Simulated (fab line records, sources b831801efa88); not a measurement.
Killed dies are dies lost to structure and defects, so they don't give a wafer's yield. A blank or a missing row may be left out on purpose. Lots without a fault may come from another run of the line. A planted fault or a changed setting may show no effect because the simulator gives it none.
fab line records | flow sky130
record lots=5 wafers=15 last_day=50
route steps=708 shown METAL3@533 CAPM@537
lots that met no fault: from a run of the same line without faults
start_h: hours from the record's first day to the start of the lot's first wafer shown | wait_h: hours since the lot's step before | " the same as in the row above | L1.1+2: a row that stands for several wafers | - no value, or no start given | * or withheld: withheld | < > ~ a bound
route shown NAME@n: a module of which the file shows steps, and the number in the route of the first | usual: mean/standard deviation of fault-free wafers | same: alike in all rows | chamber/n: place in a boat | sites: the reading at each site | _std_site: their standard deviation | _edge_site: outer sites' mean less inner sites' | radius_mm: how far each site lies from the wafer's centre | mask NAME#n: copy n | behind: the tool/chamber that last shaped the wafer | hold: why the lot was held/for how many hours/how that ended | device: the transistor (n, p or np) that didn't switch | end of line: the same wafers' tests at the end of the route | a step without rows: its recipe alone | killed: dies lost to structure and defects at the first sort, not the wafer's yield | map: a wafer's dies, x killed, . not, _ none there
set.NAME: the setting as run; set.NAME@STEP: as run at that earlier step | model.NAME: the simulator's own value behind a step, which no gauge read
lots at some steps of the route; a table a step, a row a wafer
services: from which hour (start_h, from the record's first day; less than 0 if before it) a tool's chamber was out of use, for how many hours, and why
## steps
# step SKY_METAL3_SPUTTER_01
# recipe material=TiN target_thk_nm=20 power_w=6500 time_s=16.7 chamber_pressure_pa=0.4
# usual cathode_dc_power_W=6499.9/1.2 chamber_pressure_pa=0.4000/0.00086 throttle_valve_pct=29.9/0.98
# columns lot.wafer tool chamber start_h wait_h cathode_dc_power_W chamber_pressure_pa throttle_valve_pct
L078.1 pvd_sputter-01 - 897.28 0.0 6499.5 0.3996 29.7
L078.2 " - " " 6500.2 0.3999 29.7
L078.6 " - " " 6499.3 0.4003 28.7
L082.1 pvd_sputter-01 - 919.15 0.0 6501.1 0.3998 29.5
L082.4 " - " " 6500.8 0.3999 31.4
L082.5 " - " " 6500.2 0.4005 28.7
L087.3 pvd_sputter-01 - 968.76 0.0 6500.3 0.4013 30.0
L087.5 " - " " 6497.9 0.4008 28.8
L087.6 " - " " 6499.6 0.3994 29.9
L091.2 pvd_sputter-02 - 1005.88 0.0 6501.5 0.3992 28.7
L091.3 " - " " 6499.1 0.4007 31.2
L091.5 " - " " 6497.8 0.3994 31.1
L094.1 pvd_sputter-04 - 1018.93 0.0 6497.7 0.3988 30.4
L094.3 " - " " 6499.9 0.3999 29.4
L094.5 " - " " 6500.3 0.3984 29.8
# step SKY_METAL3_SPUTTER_02
# recipe material=AlCu target_thk_nm=735 power_w=10600 time_s=39.1 chamber_pressure_pa=0.4
# usual cathode_dc_power_W=10600/2 chamber_pressure_pa=0.4000/0.0008 throttle_valve_pct=29.9/0.99
# columns lot.wafer tool chamber start_h wait_h cathode_dc_power_W chamber_pressure_pa throttle_valve_pct
L078.1 pvd_sputter-01 - 897.31 0.0 10603 0.3991 29.8
L078.2 " - " " 10599 0.3999 29.9
L078.6 " - " " 10597 0.4003 28.6
L082.1 pvd_sputter-01 - 919.18 0.0 10601 0.3997 29.3
L082.4 " - " " 10602 0.4009 31.0
L082.5 " - " " 10603 0.3997 28.8
L087.3 pvd_sputter-01 - 968.79 0.0 10601 0.3995 29.8
L087.5 " - " " 10600 0.4002 28.6
L087.6 " - " " 10599 0.4000 29.9
L091.2 pvd_sputter-02 - 1005.91 0.0 10600 0.4005 28.5
L091.3 " - " " 10604 0.3990 30.7
L091.5 " - " " 10602 0.3983 31.4
L094.1 pvd_sputter-04 - 1018.96 0.0 10598 0.4016 30.5
L094.3 " - " " 10604 0.3998 29.7
L094.5 " - " " 10602 0.3994 29.5
# step SKY_METAL3_SPUTTER_03
# recipe material=Ti target_thk_nm=5 power_w=3000 time_s=3.3 chamber_pressure_pa=0.4
# usual cathode_dc_power_W=3000.0/0.54 chamber_pressure_pa=0.4000/0.00083 throttle_valve_pct=29.9/0.96
# columns lot.wafer tool chamber start_h wait_h cathode_dc_power_W chamber_pressure_pa throttle_valve_pct
L078.1 pvd_sputter-01 - 897.35 0.0 2999.8 0.3985 29.7
L078.2 " - " " 2999.7 0.3993 30.0
L078.6 " - " " 2999.9 0.4005 28.8
L082.1 pvd_sputter-01 - 919.21 0.0 2999.8 0.4012 29.6
L082.4 " - " " 3001.0 0.4012 31.0
L082.5 " - " " 3000.4 0.4005 28.8
L087.3 pvd_sputter-01 - 968.83 0.0 3000.2 0.4009 29.8
L087.5 " - " " 3000.7 0.4011 28.9
L087.6 " - " " 3000.5 0.3997 29.9
L091.2 pvd_sputter-02 - 1005.95 0.0 3000.1 0.3996 28.6
L091.3 " - " " 3000.6 0.3989 31.1
L091.5 " - " " 3000.6 0.4011 31.1
L094.1 pvd_sputter-04 - 1019.00 0.0 2999.9 0.4002 30.7
L094.3 " - " " 3000.3 0.4000 29.5
L094.5 " - " " 2999.2 0.3993 29.6
# step SKY_METAL3_SPUTTER_04
# recipe material=TiN target_thk_nm=70 power_w=6500 time_s=58.3 chamber_pressure_pa=0.4
# usual cathode_dc_power_W=6500.1/1.3 chamber_pressure_pa=0.4000/0.00077 throttle_valve_pct=29.9/0.98
# columns lot.wafer tool chamber start_h wait_h cathode_dc_power_W chamber_pressure_pa throttle_valve_pct
L078.1 pvd_sputter-01 - 897.37 0.0 6501.9 0.3984 29.6
L078.2 " - " " 6500.2 0.3992 29.6
L078.6 " - " " 6499.6 0.3996 29.0
L082.1 pvd_sputter-01 - 919.23 0.0 6500.8 0.4003 29.6
L082.4 " - " " 6498.3 0.4006 31.1
L082.5 " - " " 6502.5 0.3993 28.5
L087.3 pvd_sputter-01 - 968.84 0.0 6499.7 0.3999 30.1
L087.5 " - " " 6500.9 0.3989 28.6
L087.6 " - " " 6498.1 0.3996 29.8
L091.2 pvd_sputter-02 - 1005.96 0.0 6501.2 0.3994 28.9
L091.3 " - " " 6500.4 0.3987 31.0
L091.5 " - " " 6498.8 0.4001 31.1
L094.1 pvd_sputter-04 - 1019.01 0.0 6500.2 0.3990 30.6
L094.3 " - " " 6498.5 0.4004 29.5
L094.5 " - " " 6499.3 0.4004 29.6
# step SKY_CAPM_CVD_00
# recipe material=SiO2 target_thk_nm=15.5 temp_c=400 time_s=withheld rf_w=450
# usual heater_power_w=678/71
# columns lot.wafer tool chamber start_h wait_h heater_power_w
L078.1 pecvd-03 1 897.42 0.0 671
L078.2 " 0 " " 646
L078.6 " 1 " " 691
L082.1 pecvd-01 0 919.28 0.0 829
L082.4 " 0 " " 824
L082.5 " 2 " " 578
L087.3 pecvd-03 1 968.89 0.0 756
L087.5 " 2 " " 579
L087.6 " 1 " " 747
L091.2 pecvd-03 2 1006.01 0.0 644
L091.3 " 0 " " 604
L091.5 " 0 " " 634
L094.1 pecvd-03 0 1019.06 0.0 640
L094.3 " 0 " " 634
L094.5 " 0 " " 629
# step SKY_CAPM_THK_MEAS_01
# recipe reads=SiO2_of_CAPM_CVD_00
# usual CAPM_CVD_00_THK=15.53/0.22
# columns lot.wafer tool chamber start_h wait_h CAPM_CVD_00_THK[nm]
L078.1 film_metro-03 - 897.44 - 15.25
L078.2 " - " " 15.37
L078.6 " - " " 15.50
L082.1 film_metro-04 - 919.30 - 15.69
L082.4 " - " " 15.87
L082.5 " - " " 15.65
L087.3 film_metro-04 - 968.94 - 15.34
L087.5 " - " " 15.70
L087.6 " - " " 15.81
L091.2 film_metro-03 - 1006.06 - 15.58
L091.3 " - " " 15.54
L091.5 " - " " 15.68
L094.1 film_metro-04 - 1019.10 - 15.04
L094.3 " - " " 15.52
L094.5 " - " " 15.46
# step SKY_CAPM_SPUTTER_02
# recipe material=TiN target_thk_nm=200 temp_c=300 power_w=6500 time_s=166.7 chamber_pressure_pa=0.4
# usual cathode_dc_power_W=6500.0/1.2 chamber_pressure_pa=0.4000/0.00089 throttle_valve_pct=29.7/1.2
# columns lot.wafer tool chamber start_h wait_h cathode_dc_power_W chamber_pressure_pa throttle_valve_pct
L078.1 pvd_sputter-03 - 897.50 0.1 6500.8 0.4009 29.0
L078.2 " - " " 6499.4 0.4008 28.5
L078.6 " - " " 6500.5 0.3993 29.2
L082.1 pvd_sputter-02 - 919.36 0.1 6500.5 0.4002 28.8
L082.4 " - " " 6500.8 0.3996 29.1
L082.5 " - " " 6499.4 0.4013 28.7
L087.3 pvd_sputter-01 - 968.98 0.0 6499.5 0.4000 28.5
L087.5 " - " " 6501.4 0.3998 31.0
L087.6 " - " " 6501.3 0.4004 29.2
L091.2 pvd_sputter-03 - 1006.11 0.0 6499.3 0.3996 29.2
L091.3 " - " " 6500.6 0.4003 31.7
L091.5 " - " " 6500.7 0.3987 28.5
L094.1 pvd_sputter-03 - 1019.16 0.1 6496.9 0.3993 29.3
L094.3 " - " " 6501.2 0.4000 31.7
L094.5 " - " " 6500.3 0.3989 28.5
# step SKY_CAPM_RS_MEAS_03
# recipe thk_meas_gauge=four-point-probe reads=TiN_of_CAPM_SPUTTER_02
# usual CAPM_TIN_RS=6.94/0.076
# columns lot.wafer tool chamber start_h wait_h CAPM_TIN_RS[ohm/sq]
L078.1 film_metro-02 - 897.61 0.1 6.82
L078.2 " - " " 6.83
L078.6 " - " " 6.78
L082.1 film_metro-03 - 919.47 0.1 6.87
L082.4 " - " " 6.94
L082.5 " - " " 6.84
L087.3 film_metro-02 - 969.12 0.1 6.89
L087.5 " - " " 6.96
L087.6 " - " " 6.90
L091.2 film_metro-04 - 1006.24 0.1 6.94
L091.3 " - " " 6.94
L091.5 " - " " 6.94
L094.1 film_metro-04 - 1019.27 0.1 6.99
L094.3 " - " " 7.01
L094.5 " - " " 7.01
# step SKY_CAPM_THK_MEAS_04
# recipe thk_meas_gauge=xrf reads=TiN_of_CAPM_SPUTTER_02
# usual CAPM_TIN_THK=198.0/2.2
# columns lot.wafer tool chamber start_h wait_h CAPM_TIN_THK[nm]
L078.1 film_metro-02 - 897.73 0.1 200.4
L078.2 " - " " 199.3
L078.6 " - " " 201.5
L082.1 film_metro-03 - 919.59 0.1 200.6
L082.4 " - " " 198.8
L082.5 " - " " 202.5
L087.3 film_metro-02 - 969.22 0.1 198.5
L087.5 " - " " 196.2
L087.6 " - " " 198.5
L091.2 film_metro-04 - 1006.35 0.1 198.4
L091.3 " - " " 197.8
L091.5 " - " " 198.2
L094.1 film_metro-04 - 1019.39 0.1 196.8
L094.3 " - " " 196.7
L094.5 " - " " 196.5
# step SKY_CAPM_DEHYDRATE_05
# recipe temp_c=200 time_s=60
# columns lot.wafer tool chamber start_h wait_h
L078.1+2+6 litho_track-04 0 910.53 12.8
L082.1+4+5 litho_track-01 0 931.43 11.8
L087.3+5+6 litho_track-03 0 980.30 11.1
L091.2+3+5 litho_track-03 0 1017.58 11.2
L094.1+3+5 litho_track-03 0 1029.70 10.3
# step SKY_CAPM_HMDS_06
# recipe prime_time_s=60 prime_temp_c=120
# columns lot.wafer tool chamber start_h wait_h
L078.1+2+6 litho_track-04 0 910.68 0.1
L082.1+4+5 litho_track-01 0 931.58 0.1
L087.3+5+6 litho_track-03 0 980.45 0.1
L091.2+3+5 litho_track-03 0 1017.73 0.1
L094.1+3+5 litho_track-03 0 1029.85 0.1
# step SKY_CAPM_COAT_07
# recipe resist=NOVOLAK spin_rpm=3000 resist_thk_nm=1140
# columns lot.wafer tool chamber start_h wait_h
L078.1+2+6 litho_track-04 0 910.83 0.1
L082.1+4+5 litho_track-01 0 931.73 0.1
L087.3+5+6 litho_track-03 0 980.60 0.1
L091.2+3+5 litho_track-03 0 1017.88 0.1
L094.1+3+5 litho_track-03 0 1030.00 0.1
# step SKY_CAPM_SOFTBAKE_08
# recipe temp_c=90 time_s=60 resist=NOVOLAK
# columns lot.wafer tool chamber start_h wait_h
L078.1+2+6 litho_track-04 0 910.98 0.1
L082.1+4+5 litho_track-01 0 931.88 0.1
L087.3+5+6 litho_track-03 0 980.75 0.1
L091.2+3+5 litho_track-03 0 1018.03 0.1
L094.1+3+5 litho_track-03 0 1030.15 0.1
# step SKY_CAPM_EXPOSE_09
# recipe mask_id=CAPM na=0.6 source_shape=conventional sigma_outer=0.6 polarization=unpolarized target_cd_nm=1000 dose_mj=159
# same sigma_outer=0.6
# columns lot.wafer tool chamber start_h wait_h mask
L078.1+2+6 iline_stepper-02 0 - - CAPM#0
L082.1+4+5 iline_stepper-01 0 - - CAPM#0
L087.3+5+6 iline_stepper-01 0 - - CAPM#0
L091.2+3+5 iline_stepper-01 0 - - CAPM#0
L094.1+3+5 iline_stepper-01 0 - - CAPM#0
# step SKY_CAPM_PEB_10
# recipe temp_c=withheld time_s=* resist=NOVOLAK
# columns lot.wafer tool chamber start_h wait_h
L078.1+2+6 litho_track-01 0 - -
L082.1+4+5 litho_track-01 0 - -
L087.3+5+6 litho_track-01 0 - -
L091.2+3+5 litho_track-01 0 - -
L094.1+3+5 litho_track-01 0 - -
# step SKY_CAPM_DEVELOP_11
# recipe resist=NOVOLAK developer=TMAH develop_time_s=60 dev_temp_c=23
# columns lot.wafer tool chamber start_h wait_h
L078.1+2+6 litho_track-01 0 923.48 0.1
L082.1+4+5 litho_track-01 0 944.23 0.1
L087.3+5+6 litho_track-01 0 992.93 0.1
L091.2+3+5 litho_track-01 0 1028.95 0.1
L094.1+3+5 litho_track-01 0 1041.73 0.1
# step SKY_CAPM_OVL_MEAS_12
# usual CAPM_OVL=0.1/1.1
# columns lot.wafer tool chamber start_h wait_h CAPM_OVL[nm]
L078.1 overlay-02 - 923.63 0.1 -0.2
L078.2 " - " " 0.9
L078.6 " - " " 1.0
L082.1 overlay-01 - 944.38 0.1 0.3
L082.4 " - " " 0.0
L082.5 " - " " 0.2
L087.3 overlay-02 - 993.04 0.1 -0.7
L087.5 " - " " -0.1
L087.6 " - " " -2.0
L091.2 overlay-02 - 1029.08 0.1 1.5
L091.3 " - " " 2.0
L091.5 " - " " 0.9
L094.1 overlay-01 - 1041.88 0.1 0.8
L094.3 " - " " -0.3
L094.5 " - " " 1.2
# step SKY_CAPM_METAL_ETCH_13
# recipe target_depth_nm=220 stop_on=SiO2 chemistry=Cl2/BCl3 target=TiN pressure_mtorr=10 icp_w=900 bias_w=48.5 Cl2_flow_sccm=60 bcl3_flow_sccm=30 time_s=62.9
# usual chamber_pressure_mTorr=10.001/0.0081 drypump_motor_current_A=5.5/0.39 oes_product_au=0.940/0.0072 throttle_valve_pct=21.901/0.0091
# columns lot.wafer tool chamber start_h wait_h chamber_pressure_mTorr drypump_motor_current_A oes_product_au rf_hours_counter_h throttle_valve_pct
L078.1 rie_metal-03 1 923.66 0.0 9.990 5.2 0.947 6 21.898
L078.2 " 0 " " 10.009 5.4 0.956 17 21.889
L078.6 " 0 " " 10.003 5.4 0.942 - 21.893
L082.1 rie_metal-03 1 944.41 0.0 10.002 5.3 0.958 6 21.890
L082.4 " 0 " " 10.005 5.4 0.937 - 21.899
L082.5 " 0 " " 10.001 5.4 0.950 - 21.901
L087.3 rie_metal-01 1 993.09 0.0 10.016 6.1 0.942 - 21.895
L087.5 " 0 " " 9.985 5.0 0.938 - 21.925
L087.6 " 1 " " 9.979 6.1 0.941 - 21.894
L091.2 rie_metal-02 0 1029.11 0.0 10.005 6.0 0.936 7 21.876
L091.3 " 1 " " 10.007 5.3 0.944 - 21.907
L091.5 " 1 " " 10.008 5.3 0.930 - 21.902
L094.1 rie_metal-02 0 1041.91 0.0 10.000 6.0 0.934 8 21.899
L094.3 " 0 " " 9.988 6.0 0.931 - 21.905
L094.5 " 0 " " 10.016 6.0 0.931 - 21.899
# step SKY_CAPM_STRIP_14
# recipe chemistry=O2/N2 power_w=1400 pressure_mtorr=1500 platen_temp_c=withheld o2_flow_sccm=3000 n2_flow_sccm=300 overash_fraction=0.5
# usual chamber_pressure_mTorr=1499.9/1.3 drypump_motor_current_A=5.2/0.32 oes_product_au=0.710/0.0043 strip_time_to_endpoint_s=12.66/0.044
# same overash_fraction=0.5
# columns lot.wafer tool chamber start_h wait_h chamber_pressure_mTorr drypump_motor_current_A oes_product_au rf_hours_counter_h strip_time_to_endpoint_s
L078.1 plasma_asher-02 0 923.74 0.1 1499.1 5.1 0.697 80 12.58
L078.2 " 1 " " 1499.6 5.5 0.710 80 12.55
L078.6 " 0 " " 1498.8 5.1 0.710 - 12.57
L082.1 plasma_asher-02 1 944.49 0.1 1500.5 5.6 0.711 83 12.69
L082.4 " 1 " " 1500.5 5.6 0.714 - 12.67
L082.5 " 1 " " 1500.1 5.6 0.710 - 12.63
L087.3 plasma_asher-04 0 993.17 0.1 1500.0 5.1 0.707 - 12.68
L087.5 " 0 " " 1499.8 5.2 0.712 - 12.68
L087.6 " 1 " " 1500.9 4.9 0.704 - 12.69
L091.2 plasma_asher-04 0 1029.19 0.1 1499.5 5.2 0.705 59 12.65
L091.3 " 1 " " 1499.3 4.9 0.712 - 12.62
L091.5 " 1 " " 1499.4 4.9 0.712 - 12.59
L094.1 plasma_asher-01 0 1041.99 0.1 1502.5 5.7 0.700 123 12.66
L094.3 " 0 " " 1500.5 5.7 0.710 - 12.68
L094.5 " 1 " " 1500.0 4.8 0.715 - 12.66
# step SKY_CAPM_STRIP_15
# recipe chemistry=post_etch_residue_remover time_s=1200 temp_c=72.5
# usual bath_heat_duty_pct=13.6/1.1
# columns lot.wafer tool chamber start_h wait_h bath_heat_duty_pct
L078.1 wet_bench-03 0 923.84 0.1 15.2
L078.2 " 0 " " 13.7
L078.6 " 0 " " 13.6
L082.1 wet_bench-03 0 944.59 0.1 12.9
L082.4 " 0 " " 13.5
L082.5 " 0 " " 13.3
L087.3 wet_bench-03 1 993.24 0.0 13.0
L087.5 " 1 " " 11.6
L087.6 " 1 " " 12.6
L091.2 wet_bench-04 2 1029.29 0.1 13.2
L091.3 " 2 " " 14.0
L091.5 " 2 " " 14.3
L094.1 wet_bench-04 0 1042.09 0.1 15.2
L094.3 " 0 " " 13.8
L094.5 " 0 " " 12.7
# step SKY_CAPM_CLEAN_16
# recipe chemistry=IPA time_s=180 temp_c=25
# usual bath_heat_duty_pct=6.0/0.63
# columns lot.wafer tool chamber start_h wait_h bath_heat_duty_pct
L078.1 wet_bench-02 0 924.18 0.0 5.5
L078.2 " 0 " " 6.6
L078.6 " 0 " " 5.9
L082.1 wet_bench-04 2 944.96 0.0 6.6
L082.4 " 2 " " 6.8
L082.5 " 2 " " 6.2
L087.3 wet_bench-02 2 993.61 0.0 5.0
L087.5 " 2 " " 6.0
L087.6 " 2 " " 6.6
L091.2 wet_bench-03 2 1029.63 0.0 5.9
L091.3 " 2 " " 5.7
L091.5 " 2 " " 5.6
L094.1 wet_bench-03 0 1042.43 0.0 6.4
L094.3 " 0 " " 5.9
L094.5 " 0 " " 6.1
# step SKY_CAPM_CLEAN_17
# recipe chemistry=O3/DIW dry=n2_spin
# columns lot.wafer tool chamber start_h wait_h
L078.1+2+6 wet_bench-04 1 924.24 0.0
L082.1+4+5 wet_bench-03 3 945.02 0.0
L087.3+5+6 wet_bench-03 0 993.67 0.0
L091.2+3+5 wet_bench-02 0 1029.70 0.0
L094.1+3+5 wet_bench-02 1 1042.50 0.0
# step SKY_METAL3_DEHYDRATE_05
# recipe temp_c=200 time_s=60
# columns lot.wafer tool chamber start_h wait_h
L078.1+2+6 litho_track-03 0 936.45 12.0
L082.1+4+5 litho_track-02 0 956.92 11.8
L087.3+5+6 litho_track-01 0 1004.83 11.1
L091.2+3+5 litho_track-03 0 1040.73 10.9
L094.1+3+5 litho_track-03 0 1052.45 9.9
# step SKY_METAL3_HMDS_06
# recipe prime_time_s=60 prime_temp_c=120
# columns lot.wafer tool chamber start_h wait_h
L078.1+2+6 litho_track-03 0 936.60 0.1
L082.1+4+5 litho_track-02 0 957.07 0.1
L087.3+5+6 litho_track-01 0 1004.98 0.1
L091.2+3+5 litho_track-03 0 1040.88 0.1
L094.1+3+5 litho_track-03 0 1052.60 0.1
# step SKY_METAL3_COAT_07
# recipe resist=BARC temp_c=withheld time_s=withheld spin_rpm=3000 resist_thk_nm=60
# columns lot.wafer tool chamber start_h wait_h
L078.1+2+6 litho_track-03 0 936.75 0.1
L082.1+4+5 litho_track-02 0 957.22 0.1
L087.3+5+6 litho_track-01 0 1005.13 0.1
L091.2+3+5 litho_track-03 0 1041.03 0.1
L094.1+3+5 litho_track-03 0 1052.75 0.1
# step SKY_METAL3_COAT_08
# recipe resist=KrF-thick spin_rpm=3000 resist_thk_nm=1140
# columns lot.wafer tool chamber start_h wait_h
L078.1+2+6 litho_track-03 0 - -
L082.1+4+5 litho_track-02 0 - -
L087.3+5+6 litho_track-01 0 - -
L091.2+3+5 litho_track-03 0 - -
L094.1+3+5 litho_track-03 0 - -
# step SKY_METAL3_SOFTBAKE_09
# recipe temp_c=100 time_s=90 resist=KrF-thick
# columns lot.wafer tool chamber start_h wait_h
L078.1+2+6 litho_track-03 0 - -
L082.1+4+5 litho_track-02 0 - -
L087.3+5+6 litho_track-01 0 - -
L091.2+3+5 litho_track-03 0 - -
L094.1+3+5 litho_track-03 0 - -
# step SKY_METAL3_EXPOSE_10
# recipe mask_id=MM3 na=0.68 source_shape=annular sigma_inner=0.4 sigma_outer=0.8 target_cd_nm=300 dose_mj=28
# same sigma_outer=0.8
# columns lot.wafer tool chamber start_h wait_h mask
L078.1+2+6 krf_scanner-02 0 - - MM3#0
L082.1+4+5 krf_scanner-02 0 - - MM3#0
L087.3+5+6 krf_scanner-01 0 - - MM3#0
L091.2+3+5 krf_scanner-01 0 - - MM3#0
L094.1+3+5 krf_scanner-01 0 - - MM3#0
# step SKY_METAL3_PEB_11
# recipe peb_temp_c=withheld peb_time_s=withheld resist=KrF-thick
# columns lot.wafer tool chamber start_h wait_h
L078.1+2+6 litho_track-02 0 - -
L082.1+4+5 litho_track-01 0 - -
L087.3+5+6 litho_track-02 0 - -
L091.2+3+5 litho_track-01 0 - -
L094.1+3+5 litho_track-02 0 - -
# step SKY_METAL3_DEVELOP_12
# recipe develop_time_s=60 resist=KrF-thick dev_temp_c=21
# columns lot.wafer tool chamber start_h wait_h
L078.1+2+6 litho_track-02 0 - -
L082.1+4+5 litho_track-01 0 - -
L087.3+5+6 litho_track-02 0 - -
L091.2+3+5 litho_track-01 0 - -
L094.1+3+5 litho_track-02 0 - -
# step SKY_METAL3_CD_MEAS_13
# recipe target_cd_nm=300
# usual cd_nm=300.5/1.5
# columns lot.wafer tool chamber start_h wait_h cd_nm
L078.1 cd_sem-01 - 949.57 - 300.7
L078.2 " - " " 301.0
L078.6 " - " " 300.4
L082.1 cd_sem-02 - 970.13 - 301.9
L082.4 " - " " 302.6
L082.5 " - " " 302.5
L087.3 cd_sem-01 - 1017.91 - 301.7
L087.5 " - " " 301.4
L087.6 " - " " 302.1
L091.2 cd_sem-02 - 1052.45 - 302.5
L091.3 " - " " 301.0
L091.5 " - " " 300.4
L094.1 cd_sem-02 - 1064.92 - 298.7
L094.3 " - " " 299.6
L094.5 " - " " 298.4
# step SKY_METAL3_OVL_MEAS_14
# usual METAL3_OVL=1/5.6
# columns lot.wafer tool chamber start_h wait_h METAL3_OVL[nm]
L078.1 overlay-01 - 949.69 0.1 11
L078.2 " - " " 10
L078.6 " - " " 2
L082.1 overlay-02 - 970.25 0.1 5
L082.4 " - " " 9
L082.5 " - " " 10
L087.3 overlay-01 - 1018.00 0.1 1
L087.5 " - " " 4
L087.6 " - " " 4
L091.2 overlay-01 - 1052.55 0.1 1
L091.3 " - " " -6
L091.5 " - " " -1
L094.1 overlay-01 - 1065.04 0.1 9
L094.3 " - " " 6
L094.5 " - " " -2
# step SKY_METAL3_DESCUM_15
# recipe chemistry=O2 source_power_w=150 bias_power_w=0 pressure_mtorr=10 temp_c=40 time_s=8
# usual chamber_pressure_mTorr=10.001/0.017 drypump_motor_current_A=5.4/0.55 oes_product_au=0.996/0.008
# columns lot.wafer tool chamber start_h wait_h chamber_pressure_mTorr drypump_motor_current_A oes_product_au rf_hours_counter_h
L078.1 rie_metal-01 1 949.73 0.0 9.992 6.1 1.001 10
L078.2 " 0 " " 10.000 5.1 1.000 8
L078.6 " 1 " " 10.012 6.1 1.005 -
L082.1 rie_metal-04 1 970.28 0.0 9.999 4.7 0.990 15
L082.4 " 1 " " 9.991 4.7 0.989 -
L082.5 " 0 " " 10.005 5.8 1.005 -
L087.3 rie_metal-01 0 1018.04 0.0 9.998 5.1 0.995 -
L087.5 " 1 " " 10.011 6.1 0.994 -
L087.6 " 0 " " 10.007 5.1 1.000 -
L091.2 rie_metal-04 0 1052.58 0.0 9.992 5.8 1.000 22
L091.3 " 1 " " 10.001 4.7 0.982 -
L091.5 " 0 " " 10.002 5.8 1.000 -
L094.1 rie_metal-01 1 1065.08 0.0 10.001 6.1 1.007 16
L094.3 " 0 " " 10.007 5.1 0.999 -
L094.5 " 0 " " 9.994 5.1 1.000 -
# step SKY_METAL3_ETCH_16
# recipe chemistry=N2/H2 target=BARC ion_energy_ev=200 bias_w=100 pressure_mtorr=30 n2_flow_sccm=100 h2_flow_sccm=200 icp_w=500 stop_on=SiO2 time_s=88.2 target_depth_a=600
# usual chamber_pressure_mTorr=30.005/0.027 drypump_motor_current_A=5.4/0.55 oes_product_au=0.626/0.0048 throttle_valve_pct=13.204/0.0083
# columns lot.wafer tool chamber start_h wait_h chamber_pressure_mTorr drypump_motor_current_A oes_product_au rf_hours_counter_h throttle_valve_pct
L078.1 rie_metal-01 1 949.76 0.0 29.945 6.1 0.632 10 13.207
L078.2 " 0 " " 30.002 5.1 0.622 8 13.203
L078.6 " 1 " " 30.009 6.1 0.629 - 13.200
L082.1 rie_metal-04 1 970.31 0.0 30.035 4.7 0.626 15 13.193
L082.4 " 1 " " 29.960 4.7 0.621 - 13.198
L082.5 " 0 " " 29.902 5.8 0.620 - 13.203
L087.3 rie_metal-01 0 1018.09 0.0 30.006 5.1 0.625 - 13.213
L087.5 " 1 " " 30.004 6.1 0.625 - 13.217
L087.6 " 0 " " 29.984 5.1 0.617 - 13.199
L091.2 rie_metal-04 0 1052.62 0.0 30.047 5.8 0.623 22 13.201
L091.3 " 1 " " 30.022 4.8 0.628 - 13.203
L091.5 " 0 " " 30.042 5.8 0.622 - 13.204
L094.1 rie_metal-01 1 1065.11 0.0 29.999 6.2 0.632 16 13.195
L094.3 " 0 " " 29.955 5.1 0.622 - 13.215
L094.5 " 0 " " 30.022 5.1 0.624 - 13.190
# step SKY_METAL3_ETCH_17
# recipe target=SiO2 stop_on=TiN chemistry=C4F8/O2/Ar source_w=1500 bias_w=1200 pressure_mtorr=40 c4f8_flow_sccm=withheld O2_flow_sccm=6 Ar_flow_sccm=300 time_s=3.9 target_depth_a=150
# usual chamber_pressure_mTorr=39.99/0.039 oes_product_au=0.756/0.0069
# columns lot.wafer tool chamber start_h wait_h chamber_pressure_mTorr oes_product_au
L078.1 rie_diel-03 2 949.86 0.1 40.03 0.749
L078.2 " 3 " " 40.03 0.753
L078.6 " 1 " " 40.02 0.764
L082.1 rie_diel-04 3 970.41 0.1 40.03 0.760
L082.4 " 0 " " 40.02 0.776
L082.5 " 1 " " 39.94 0.758
L087.3 rie_diel-04 3 1018.16 0.0 40.00 0.747
L087.5 " 1 " " 39.96 0.757
L087.6 " 0 " " 39.93 0.770
L091.2 rie_diel-03 0 1052.71 0.1 39.96 0.759
L091.3 " 1 " " 39.98 0.754
L091.5 " 0 " " 40.07 0.765
L094.1 rie_diel-03 3 1065.21 0.1 39.99 0.748
L094.3 " 1 " " 39.97 0.752
L094.5 " 0 " " 40.02 0.748
# step SKY_METAL3_METAL_ETCH_18
# recipe target_depth_a=8450 stop_on=SiO2 over_etch_frac=0.3 time_s=183.1 chemistry=Cl2/BCl3 resist_sidewall_deg=88 pressure_mtorr=10 icp_w=900 bias_w=48.5 Cl2_flow_sccm=60 bcl3_flow_sccm=30
# usual chamber_pressure_mTorr=10.000/0.0091 drypump_motor_current_A=5.5/0.48 oes_product_au=0.866/0.006 throttle_valve_pct=22.264/0.0083
# columns lot.wafer tool chamber start_h wait_h chamber_pressure_mTorr drypump_motor_current_A oes_product_au rf_hours_counter_h throttle_valve_pct
L078.1 rie_metal-02 1 949.88 0.0 9.989 5.3 0.869 9 22.247
L078.2 " 0 " " 9.997 6.0 0.871 2 22.256
L078.6 " 1 " " 10.008 5.3 0.871 - 22.273
L082.1 rie_metal-01 0 970.43 0.0 10.016 5.1 0.865 8 22.265
L082.4 " 0 " " 9.991 5.1 0.860 - 22.258
L082.5 " 0 " " 10.017 5.1 0.864 - 22.267
L087.3 rie_metal-04 1 1018.24 0.1 10.007 4.7 0.867 - 22.263
L087.5 " 1 " " 9.996 4.7 0.866 - 22.261
L087.6 " 0 " " 10.007 5.8 0.870 - 22.258
L091.2 rie_metal-01 0 1052.73 0.0 10.004 5.1 0.873 13 22.257
L091.3 " 1 " " 10.004 6.1 0.869 - 22.263
L091.5 " 1 " " 10.004 6.2 0.867 - 22.268
L094.1 rie_metal-04 1 1065.23 0.0 9.996 4.7 0.864 20 22.271
L094.3 " 1 " " 9.993 4.7 0.864 - 22.269
L094.5 " 0 " " 10.014 5.9 0.859 - 22.272
## services
# columns tool chamber start_h hours kind
krf_scanner-01 - 882.01 4.2 repair
rie_metal-04 - 890.70 0.5 repair
rie_diel-03 2 893.47 7.6 repair
iline_stepper-01 - 896.40 11.0 repair
iline_stepper-01 - 907.41 1.7 pm
krf_scanner-01 - 908.03 1.3 pm
iline_stepper-01 - 909.09 9.1 repair
rie_metal-01 - 920.99 2.8 pm
rie_diel-03 3 928.55 15.0 repair
pecvd-03 2 928.74 2.3 repair
rie_metal-02 0 932.02 9.3 repair
krf_scanner-01 - 952.23 4.0 pm
rie_metal-02 - 953.11 2.8 pm
rie_metal-02 - 955.95 0.8 repair
pvd_sputter-02 - 965.87 6.6 repair
pvd_sputter-01 - 980.58 0.6 repair
pvd_sputter-02 - 987.41 4.3 repair
iline_stepper-01 - 991.53 4.3 pm
wet_bench-02 - 999.97 0.6 repair
rie_metal-04 - 1002.14 0.2 repair
pvd_sputter-01 - 1035.19 10.1 repair
pecvd-03 - 1047.64 0.6 repair
pvd_sputter-01 - 1051.10 7.3 repair
pvd_sputter-01 - 1058.87 0.6 repair
## key
fault none
